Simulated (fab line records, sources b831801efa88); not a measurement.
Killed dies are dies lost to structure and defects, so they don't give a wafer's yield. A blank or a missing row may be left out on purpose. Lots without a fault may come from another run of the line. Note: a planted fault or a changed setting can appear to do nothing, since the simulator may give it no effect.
fab line records	flow sky130
record lots=7	wafers=21	lastDay=49
route steps=708 shown SONOS_TUNNEL@156 SONOS_ONO@168 PAD_OPEN@708
lots untouched by any fault: they come from a run of this same line in which no faults occurred
startH: hours from the record's opening day to when the first of the lot's shown wafers began	waitH: hours from the lot's prior step to this one	" the same as in the row above	L1.1+2: one row covering several wafers at once	- value missing, or start not given	* or withheld: withheld	< > ~ a bound
route shown NAME@n: a module of which the file shows steps, and the number in the route of the first	usual: the fault-free wafers' mean and standard deviation	same: alike in all rows	chamber/n: place in a boat	sites: readings site by site	_std_site: the standard deviation of these	_edge_site: the outer-site mean with the inner-site mean subtracted	radiusMm: for every site, how far away it sits from the centre of the wafer	mask NAME#n: copy n	behind: tool/chamber where the wafer was last shaped	hold: cause of the lot's hold/its duration in hours/its outcome	device: the transistor (n, p or np) that didn't switch	end of line: tests run on the same wafers once the route is complete	a step given without rows: its recipe and nothing more	killed: dies that structure and defects cost at the first sort, which is not the same as the wafer's yield	map: a wafer's dies, marking killed ones x, the rest . and places with no die _
set.NAME: the setting the step ran with; set.NAME@STEP: the setting that earlier step ran with	model.NAME: the simulator's own value behind a step, which no gauge read
lots at some steps of the route; a table a step, a row a wafer
services: when a tool's chamber went out of use (startH, in hours from the record's first day, below 0 if earlier), for how many hours, and the reason
## steps
# step SKY_SONOS_TUNNEL_COAT_02
# recipe resist=NOVOLAK	spinRpm=3000	resistThkNm=1140
# step SKY_SONOS_TUNNEL_SOFTBAKE_03
# recipe tempC=90	timeS=60	resist=NOVOLAK
# step SKY_SONOS_TUNNEL_EXPOSE_04
# recipe maskId=TUNM	na=0.6	sourceShape=conventional	sigmaOuter=0.6	polarization=unpolarized	targetCdNm=410	doseMj=136
# step SKY_SONOS_TUNNEL_PEB_05
# recipe tempC=withheld	timeS=*	resist=NOVOLAK
# step SKY_SONOS_TUNNEL_DEVELOP_06
# recipe resist=NOVOLAK	developer=TMAH	developTimeS=60	devTempC=23
# step SKY_SONOS_TUNNEL_CD_MEAS_07
# recipe targetCdNm=410
# usual cdNm=410.1/2.2
lot.wafer	tool	chamber	startH	waitH	cdNm
L263.2	cdSem-02	-	274.08	0.1	412.6
L263.3	"	-	"	"	413.9
L263.6	"	-	"	"	412.6
L269.3	cdSem-02	-	320.71	0.1	410.6
L269.4	"	-	"	"	411.2
L269.6	"	-	"	"	408.1
L275.2	cdSem-02	-	370.59	0.1	409.1
L275.3	"	-	"	"	410.2
L275.5	"	-	"	"	409.6
L276.3	cdSem-02	-	378.44	0.1	415.6
L276.4	"	-	"	"	411.9
L276.6	"	-	"	"	414.0
L277.2	cdSem-02	-	394.83	0.1	407.2
L277.5	"	-	"	"	408.0
L277.6	"	-	"	"	406.9
L278.1	cdSem-02	-	395.55	0.1	410.5
L278.3	"	-	"	"	410.5
L278.4	"	-	"	"	410.3
L279.3	cdSem-02	-	397.84	0.1	410.1
L279.5	"	-	"	"	409.8
L279.6	"	-	"	"	411.1
# step SKY_SONOS_TUNNEL_OVL_MEAS_08
# usual SONOS_TUNNEL_OVL=-0.9/1.9
lot.wafer	tool	chamber	startH	waitH	SONOS_TUNNEL_OVL[nm]
L263.2	overlay-02	-	274.19	0.1	0.5
L263.3	"	-	"	"	1.3
L263.6	"	-	"	"	1.0
L269.3	overlay-01	-	320.80	0.1	0.2
L269.4	"	-	"	"	-1.5
L269.6	"	-	"	"	-0.4
L275.2	overlay-01	-	370.70	0.1	-1.1
L275.3	"	-	"	"	-2.9
L275.5	"	-	"	"	1.2
L276.3	overlay-02	-	378.53	0.1	1.2
L276.4	"	-	"	"	0.7
L276.6	"	-	"	"	2.5
L277.2	overlay-01	-	394.94	0.1	-3.9
L277.5	"	-	"	"	-1.4
L277.6	"	-	"	"	-1.3
L278.1	overlay-01	-	395.67	0.1	0.7
L278.3	"	-	"	"	-1.1
L278.4	"	-	"	"	-0.8
L279.3	overlay-01	-	397.93	0.1	-0.7
L279.5	"	-	"	"	-0.3
L279.6	"	-	"	"	-0.3
# step SKY_SONOS_TUNNEL_IMPLANT_09
# recipe species=B	energyKev=20.11	doseCm2=1e+12	tiltDeg=withheld
# step SKY_SONOS_TUNNEL_WET_ETCH_10
# recipe chemistry=dHF	targetDepthNm=14	target=SiO2	dilution=100:1	tempC=25	timeS=280
# step SKY_SONOS_TUNNEL_STRIP_11
# recipe chemistry=SPM	timeS=600	tempC=130
# step SKY_SONOS_TUNNEL_TW_MEAS_12
# usual SONOS_TUNNEL_TW=198.9/1.7
lot.wafer	tool	chamber	startH	waitH	SONOS_TUNNEL_TW
L263.2	filmMetro-01	-	274.64	0.0	200.5
L263.3	"	-	"	"	200.2
L263.6	"	-	"	"	201.0
L269.3	filmMetro-02	-	321.28	0.0	196.7
L269.4	"	-	"	"	198.0
L269.6	"	-	"	"	197.2
L275.2	filmMetro-02	-	371.16	0.0	198.0
L275.3	"	-	"	"	196.9
L275.5	"	-	"	"	196.5
L276.3	filmMetro-02	-	379.06	0.0	196.7
L276.4	"	-	"	"	196.8
L276.6	"	-	"	"	196.4
L277.2	filmMetro-04	-	395.40	0.0	198.3
L277.5	"	-	"	"	199.2
L277.6	"	-	"	"	198.2
L278.1	filmMetro-04	-	396.13	0.0	199.0
L278.3	"	-	"	"	199.5
L278.4	"	-	"	"	199.5
L279.3	filmMetro-04	-	398.39	0.0	198.6
L279.5	"	-	"	"	198.3
L279.6	"	-	"	"	198.6
# step SKY_SONOS_TUNNEL_CLEAN_13
# recipe chemistry=dHF	timeS=20	dilution=100:1	dry=ipaMarangoni
# step SKY_SONOS_ONO_OXIDATION_00
# recipe tempC=800	ambient=O2	idleTempC=700	rampUpCPerMin=10	rampDownCPerMin=3	stabiliseS=600	purgeS=300	targetThkA=26	oxTimeS=1249
# usual spikeTcBottomC=817.3/1.6	spikeTcCentreC=800.1/1.1	spikeTcTopC=814.0/1.5	spikeTcUpperC=799.5/1.2	zonePowerCentrePct=14.6/0.6	zonePowerLowerPct=15.5/1.1	zonePowerTopPct=25.8/1.5	zonePowerUpperPct=14.4/1.3
# same oxTimeS=1249
lot.wafer	tool	chamber	startH	waitH	spikeTcBottomC	spikeTcCentreC	spikeTcTopC	spikeTcUpperC	zonePowerCentrePct	zonePowerLowerPct	zonePowerTopPct	zonePowerUpperPct	model.SiO2_of_SONOS_ONO_OXIDATION_00.thkNm
L263.2	furnace-01	0	274.70	0.0	815.4	800.4	815.0	800.0	15.0	16.4	24.6	15.2	2.56
L263.3	"	0	"	"	816.3	799.7	814.9	798.7	15.0	15.8	25.4	15.0	2.565
L263.6	"	0	"	"	817.8	800.5	814.6	797.9	14.9	16.3	24.7	15.2	2.567
L269.3	furnace-01	0	325.43	4.1	813.2	799.6	817.0	801.5	15.0	15.9	24.6	15.1	2.61
L269.4	"	0	"	"	818.0	799.4	814.0	798.5	15.0	16.3	25.4	15.2	2.618
L269.6	"	0	"	"	815.7	801.0	814.4	800.9	15.2	16.3	24.8	15.3	2.615
L275.2	furnace-01	0	373.44	2.2	819.1	801.4	813.2	799.7	15.0	16.4	25.4	15.2	2.608
L275.3	"	0	"	"	817.4	801.7	815.2	796.9	14.8	16.3	24.8	15.1	2.601
L275.5	"	0	"	"	817.4	798.1	814.1	799.9	15.0	15.9	25.1	15.2	2.588
L276.3	furnace-01	0	379.63	0.5	816.8	798.2	808.0	830.2	10.5	16.4	19.6	24.7	2.605
L276.4	"	0	"	"	816.6	795.3	809.5	830.7	10.6	16.7	20.1	24.9	2.612
L276.6	"	0	"	"	816.6	796.0	810.0	828.0	10.4	16.7	19.8	24.9	2.678
L277.2	furnace-01	0	396.54	1.1	815.4	795.8	810.1	830.9	10.3	16.6	19.9	24.9	2.489
L277.5	"	0	"	"	816.4	796.3	809.6	830.0	10.5	17.1	19.7	26.0	2.527
L277.6	"	0	"	"	815.4	796.3	811.0	829.4	10.5	16.3	19.7	25.2	2.55
L278.1	furnace-01	0	396.54	0.3	816.9	793.3	808.4	831.3	10.6	16.6	19.8	25.3	2.576
L278.3	"	0	"	"	817.6	797.6	810.8	829.9	10.3	16.8	19.8	25.2	2.683
L278.4	"	0	"	"	816.1	797.3	808.2	830.7	10.7	16.9	19.8	25.4	2.743
L279.3	furnace-02	0	399.45	1.0	819.5	801.5	814.1	799.0	13.5	13.4	28.9	12.2	2.62
L279.5	"	0	"	"	820.3	801.5	812.0	798.9	13.7	13.8	28.7	12.1	2.627
L279.6	"	0	"	"	818.9	800.4	812.4	799.4	13.7	13.6	28.5	12.3	2.599
# step SKY_SONOS_ONO_THK_MEAS_01
# recipe reads=SiO2_of_SONOS_ONO_OXIDATION_00
# usual SONOS_ONO_OXIDATION_THK=2.59/0.047
lot.wafer	tool	chamber	startH	waitH	SONOS_ONO_OXIDATION_THK[nm]
L263.2	filmMetro-01	-	276.06	0.0	2.60
L263.3	"	-	"	"	2.60
L263.6	"	-	"	"	2.58
L269.3	filmMetro-02	-	326.79	0.0	2.54
L269.4	"	-	"	"	2.58
L269.6	"	-	"	"	2.64
L275.2	filmMetro-02	-	374.79	0.0	2.61
L275.3	"	-	"	"	2.62
L275.5	"	-	"	"	2.60
L276.3	filmMetro-01	-	381.00	0.0	2.62
L276.4	"	-	"	"	2.67
L276.6	"	-	"	"	2.68
L278.1	filmMetro-02	-	397.89	0.0	2.60
L278.3	"	-	"	"	2.74
L278.4	"	-	"	"	2.73
L277.2	filmMetro-02	-	397.96	0.1	2.53
L277.5	"	-	"	"	2.48
L277.6	"	-	"	"	2.59
L279.3	filmMetro-02	-	400.82	0.0	2.64
L279.5	"	-	"	"	2.64
L279.6	"	-	"	"	2.58
# step SKY_PAD_OPEN_PROBE_99
# usual killed_at_M0_to_M3=43/7	killed_at_M4_up=3.3/1.8	killedAtContacts=24/6.2	killedAtFrontEnd=16/4.7	killedAtOther=0.4/0.58	killedDies=87/10	killedOpen=47/6.4	killedShort=39/7
# same grossDies=492	killedAtBackSide=0
lot.wafer	tool	chamber	startH	waitH	killed_at_M0_to_M3	killed_at_M4_up	killedAtContacts	killedAtFrontEnd	killedAtOther	killedDies	killedOpen	killedShort	model.etest.sonosErased.vtV
L263.2	prober-02	-	1091.26	0.1	41	2	32	8	0	83	46	37	-2.217
L263.3	prober-02	-	1091.31	0.2	36	4	36	14	0	90	49	41	-2.308
L263.6	prober-02	-	1091.46	0.2	40	6	44	15	0	105	49	56	-2.232
L269.3	prober-02	-	1145.39	0.2	50	2	28	14	0	94	56	38	-2.303
L269.4	prober-02	-	1145.44	0.2	48	0	27	11	1	87	49	37	-2.335
L269.6	prober-02	-	1145.54	0.2	53	5	22	16	0	96	52	44	-2.279
L275.2	prober-02	-	1166.19	0.1	37	2	24	9	0	72	48	24	-2.22
L275.3	prober-02	-	1166.24	0.2	59	5	31	22	0	117	69	48	-2.228
L275.5	prober-02	-	1166.34	0.2	42	4	24	11	0	81	52	29	-2.226
L276.3	prober-01	-	1167.26	0.2	51	3	23	11	0	88	48	40	-2.325
L276.4	prober-01	-	1167.31	0.2	36	5	18	23	0	82	47	35	-2.287
L276.6	prober-01	-	1167.41	0.2	45	2	18	14	1	80	47	32	-2.204
L278.1	prober-02	-	1179.65	0.1	51	2	28	16	2	99	57	42	-2.305
L278.3	prober-02	-	1179.75	0.2	39	7	29	14	2	91	44	45	-2.167
L278.4	prober-02	-	1179.80	0.2	48	3	34	12	2	99	49	48	-2.126
L277.2	prober-01	-	1181.54	0.1	44	5	19	15	1	84	47	36	-2.392
L277.5	prober-01	-	1181.69	0.2	47	7	22	12	0	88	43	45	-2.412
L277.6	prober-01	-	1181.74	0.2	32	5	29	23	0	89	44	45	-2.307
L279.3	prober-02	-	1184.18	0.2	31	3	28	13	0	75	44	31	-2.248
L279.5	prober-02	-	1184.28	0.2	39	2	16	22	1	80	40	40	-2.187
L279.6	prober-02	-	1184.33	0.2	44	2	15	19	1	81	52	29	-2.256
# killed by level:class
L263.2 VIA1:geometricParticle:open=13 CONTACT:geometricParticle:short=8 CONTACT:geometricParticle:open=7 LI_CONTACT:geometricParticle:open=6 VIA1:geometricParticle:short=6 LOCAL_INTERCONNECT:geometricParticle:open=5 METAL1:geometricParticle:short=5 VIA3:geometricParticle:open=5
L263.3 CONTACT:geometricParticle:open=16 VIA1:geometricParticle:open=8 METAL2:geometricParticle:short=8 LOCAL_INTERCONNECT:geometricParticle:short=7 CONTACT:geometricParticle:short=6 VIA3:geometricParticle:open=6 LI_CONTACT:geometricParticle:open=5 METAL1:geometricParticle:short=5
L263.6 CONTACT:geometricParticle:open=13 LI_CONTACT:geometricParticle:short=9 CONTACT:geometricParticle:short=8 VIA1:geometricParticle:open=8 LOCAL_INTERCONNECT:geometricParticle:short=6 METAL3:geometricParticle:short=6 LI_CONTACT:geometricParticle:open=6 METAL1:geometricParticle:short=6
L269.3 VIA1:geometricParticle:open=15 CONTACT:geometricParticle:open=11 LI_CONTACT:geometricParticle:open=7 VIA2:geometricParticle:open=7 LOCAL_INTERCONNECT:geometricParticle:short=6 METAL2:geometricParticle:short=6 METAL1:geometricParticle:short=5 VIA1:geometricParticle:short=5
L269.4 LI_CONTACT:geometricParticle:open=12 VIA1:geometricParticle:open=12 CONTACT:geometricParticle:open=6 METAL1:geometricParticle:short=6 VIA2:geometricParticle:short=6 METAL2:geometricParticle:short=5 VIA1:geometricParticle:short=4 VIA2:geometricParticle:open=4
L269.6 VIA1:geometricParticle:open=13 VIA3:geometricParticle:open=8 CONTACT:geometricParticle:open=7 VIA1:geometricParticle:short=7 VIA2:geometricParticle:open=6 LOCAL_INTERCONNECT:geometricParticle:short=6 LI_CONTACT:geometricParticle:open=5 METAL2:geometricParticle:short=5
L275.2 VIA1:geometricParticle:open=13 CONTACT:geometricParticle:open=11 LI_CONTACT:geometricParticle:open=6 VIA2:geometricParticle:open=6 VIA1:geometricParticle:short=5 SPACER:geometricParticle:open=3 LOCAL_INTERCONNECT:geometricParticle:short=3 VIA3:geometricParticle:short=3
L275.3 VIA1:geometricParticle:open=16 CONTACT:geometricParticle:open=12 VIA3:geometricParticle:open=10 METAL1:geometricParticle:short=9 FIELD_ISO:geometricParticle:open=8 LI_CONTACT:geometricParticle:open=8 VIA1:geometricParticle:short=7 LOCAL_INTERCONNECT:geometricParticle:short=5
L275.5 VIA1:geometricParticle:open=12 CONTACT:geometricParticle:open=10 VIA3:geometricParticle:open=9 FIELD_ISO:geometricParticle:open=7 LI_CONTACT:geometricParticle:open=5 CONTACT:geometricParticle:short=5 METAL3:geometricParticle:short=5 METAL1:geometricParticle:short=4
L276.3 VIA1:geometricParticle:open=15 VIA2:geometricParticle:open=10 CONTACT:geometricParticle:short=7 CONTACT:geometricParticle:open=6 LI_CONTACT:geometricParticle:open=5 METAL1:geometricParticle:short=5 VIA1:geometricParticle:short=5 VIA3:geometricParticle:short=5
L276.4 CONTACT:geometricParticle:open=8 VIA1:geometricParticle:open=8 POLY_GATE:geometricParticle:short=7 LI_CONTACT:geometricParticle:open=6 VIA3:geometricParticle:open=6 VIA2:geometricParticle:open=5 FIELD_ISO:geometricParticle:short=4 POLY_GATE:geometricParticle:open=4
L276.6 VIA1:geometricParticle:open=12 VIA2:geometricParticle:open=10 LI_CONTACT:geometricParticle:open=8 VIA3:geometricParticle:open=5 FIELD_ISO:geometricParticle:open=4 FIELD_ISO:geometricParticle:short=4 POLY_GATE:geometricParticle:short=3 LOCAL_INTERCONNECT:geometricParticle:short=3
L278.1 VIA1:geometricParticle:open=11 VIA3:geometricParticle:open=11 LI_CONTACT:geometricParticle:open=9 CONTACT:geometricParticle:open=9 VIA2:geometricParticle:open=8 POLY_GATE:geometricParticle:short=6 METAL1:geometricParticle:short=6 CONTACT:geometricParticle:short=5
L278.3 METAL2:geometricParticle:short=10 CONTACT:geometricParticle:open=9 LI_CONTACT:geometricParticle:open=8 CONTACT:geometricParticle:short=6 VIA1:geometricParticle:open=6 VIA3:geometricParticle:open=5 VIA3:geometricParticle:short=4 METAL4:geometricParticle:short=4
L278.4 LI_CONTACT:geometricParticle:open=14 VIA1:geometricParticle:open=10 VIA1:geometricParticle:short=10 METAL1:geometricParticle:short=8 CONTACT:geometricParticle:open=7 LOCAL_INTERCONNECT:geometricParticle:short=5 POLY_GATE:geometricParticle:short=4 VIA2:geometricParticle:open=4
L277.2 CONTACT:geometricParticle:open=10 VIA3:geometricParticle:open=8 METAL1:geometricParticle:short=7 VIA1:geometricParticle:open=7 VIA2:geometricParticle:open=5 METAL3:geometricParticle:short=5 POLY_GATE:geometricParticle:open=4 LOCAL_INTERCONNECT:geometricParticle:open=4
L277.5 VIA1:geometricParticle:open=11 METAL1:geometricParticle:short=8 LOCAL_INTERCONNECT:geometricParticle:short=7 VIA3:geometricParticle:open=6 METAL4:geometricParticle:short=6 FIELD_ISO:geometricParticle:open=5 CONTACT:geometricParticle:short=5 VIA2:geometricParticle:open=5
L277.6 LOCAL_INTERCONNECT:geometricParticle:short=10 CONTACT:geometricParticle:open=7 VIA2:geometricParticle:open=7 CONTACT:geometricParticle:short=6 FIELD_ISO:geometricParticle:open=5 POLY_GATE:geometricParticle:short=5 VIA3:geometricParticle:open=5 METAL2:geometricParticle:short=5
L279.3 CONTACT:geometricParticle:open=13 VIA1:geometricParticle:open=8 VIA3:geometricParticle:open=5 LI_CONTACT:geometricParticle:open=4 VIA1:geometricParticle:short=4 FIELD_ISO:geometricParticle:short=3 FIELD_ISO:geometricParticle:open=3 POLY_GATE:geometricParticle:short=3
L279.5 VIA1:geometricParticle:open=8 POLY_GATE:geometricParticle:short=6 CONTACT:geometricParticle:open=6 FIELD_ISO:geometricParticle:open=5 VIA2:geometricParticle:open=5 POLY_GATE:geometricParticle:open=5 METAL2:geometricParticle:short=5 CONTACT:geometricParticle:short=4
L279.6 FIELD_ISO:geometricParticle:open=10 VIA3:geometricParticle:open=8 CONTACT:geometricParticle:open=7 METAL1:geometricParticle:short=6 VIA1:geometricParticle:open=6 VIA3:geometricParticle:short=6 METAL2:geometricParticle:short=5 VIA2:geometricParticle:open=4
## services
tool	chamber	startH	hours	kind
furnace-01	-	297.09	5.1	pm
furnace-01	-	389.38	4.7	pm
## key
firstSign step=SKY_SONOS_ONO_OXIDATION_00	reading=spikeTcUpperC	direction=up	sigmas=26	usual=799.5	struck=830.1
effect step=SKY_SONOS_ONO_OXIDATION_00	reading=zonePowerUpperPct	direction=up	sigmas=8.3	usual=14.4	struck=25.2
modelEffect step=SKY_SONOS_ONO_OXIDATION_00	value=SiO2_of_SONOS_ONO_OXIDATION_00.thkNm	without=2.546	struck=2.607
modelEffect step=SKY_PAD_OPEN_PROBE_99	value=etest.sonosErased.vtV	without=-2.327	struck=-2.281
metAt SKY_SONOS_ONO_OXIDATION_00
struckWafers L276.3,L276.4,L276.6,L277.2,L277.5,L277.6,L278.1,L278.3,L278.4
testerLeftOut L276,L277,L278
onsetBetween 373.44 379.63
fault kind=processParameterDrift	tool=furnace-01	chamber=-	onsetH=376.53	steps=SKY_SONOS_ONO_OXIDATION_00	channel=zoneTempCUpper	offset=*	shape=step	endH=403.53
# testerLeftOut: of these lots the tester's yield and bins aren't shown, on N5 and GAA mostly nor the transistor test; their killed dies are dies lost to structure and defects alone, not to doping, threshold or leakage, so they don't give the yield
